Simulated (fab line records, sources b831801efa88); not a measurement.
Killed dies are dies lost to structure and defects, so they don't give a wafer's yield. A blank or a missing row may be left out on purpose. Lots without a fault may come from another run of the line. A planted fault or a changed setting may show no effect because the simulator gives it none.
One fault seen from 2 desks | flow gf180mcu | each desk has only its own numbers; what lay behind them comes last

THE TOOL OWNER'S DESK: litho_track-02
The tool's own readings at GF_M4_COAT_09 (resist thk 1000 nm): means of the sampled wafers that have a number, for each lot that ran on this tool. A lot is out of limits, marked OUT, if its mean lies more than 4 standard deviations from the usual mean; the brackets give that distance.
Columns: A = resist_line_temp_C at GF_M4_COAT_09, usual 22.99 C
lot  | first seen here | A
L633 | day 23 22:17    | 22.92
L634 | day 24 09:07    | 23.00
L638 | day 25 14:49    | 22.95
L639 | day 26 04:50    | 22.87
L642 | day 27 02:55    | 22.99
L645 | day 27 21:07    | 22.88
L646 | day 28 04:01    | 23.18
This desk's finding: nothing out of limits on any of the 7 lots.

THE METROLOGY DESK
What the gauges read, lot by lot, whatever tool the lot ran on: means of the sampled wafers that have a number. A lot is out of limits, marked OUT, if its mean lies more than 4 standard deviations from the usual mean; the brackets give that distance.
Columns: A = V3_CVD_02_THK at GF_V3_THK_MEAS_03, usual 849 nm; B = V3_OVL at GF_V3_OVL_MEAS_15, usual 0 nm; C = cd_nm at GF_V4_CD_MEAS_14, usual 259.7 nm
lot  | first seen here | A   | B  | C
L633 | day 22 09:35    | 850 | -0 | 260.2
L634 | day 22 21:35    | 834 | 4  | 259.8
L635 | day 23 08:38    | 838 | -4 | 258.1
L637 | day 24 04:08    | 844 | 3  | 258.9
L638 | day 24 04:19    | 830 | 6  | 259.6
L639 | day 24 18:52    | 843 | -7 | 259.6
L640 | day 24 22:57    | 847 | 1  | 259.2
L642 | day 25 15:50    | 835 | 1  | 261.0
L643 | day 26 01:55    | 843 | -7 | 260.3
L645 | day 26 12:44    | 863 | 0  | 260.6
L646 | day 26 19:41    | 868 | 6  | 260.0
L648 | day 27 11:59    | 865 | -0 | 260.4
L653 | day 28 20:52    | 858 | -4 | 259.0
This desk's finding: nothing out of limits on any of the 13 lots.

PUT TOGETHER
The tool owner's desk saw nothing out of limits.
The metrology desk saw nothing out of limits.

WHAT THE SIMULATOR HAD PUT IN
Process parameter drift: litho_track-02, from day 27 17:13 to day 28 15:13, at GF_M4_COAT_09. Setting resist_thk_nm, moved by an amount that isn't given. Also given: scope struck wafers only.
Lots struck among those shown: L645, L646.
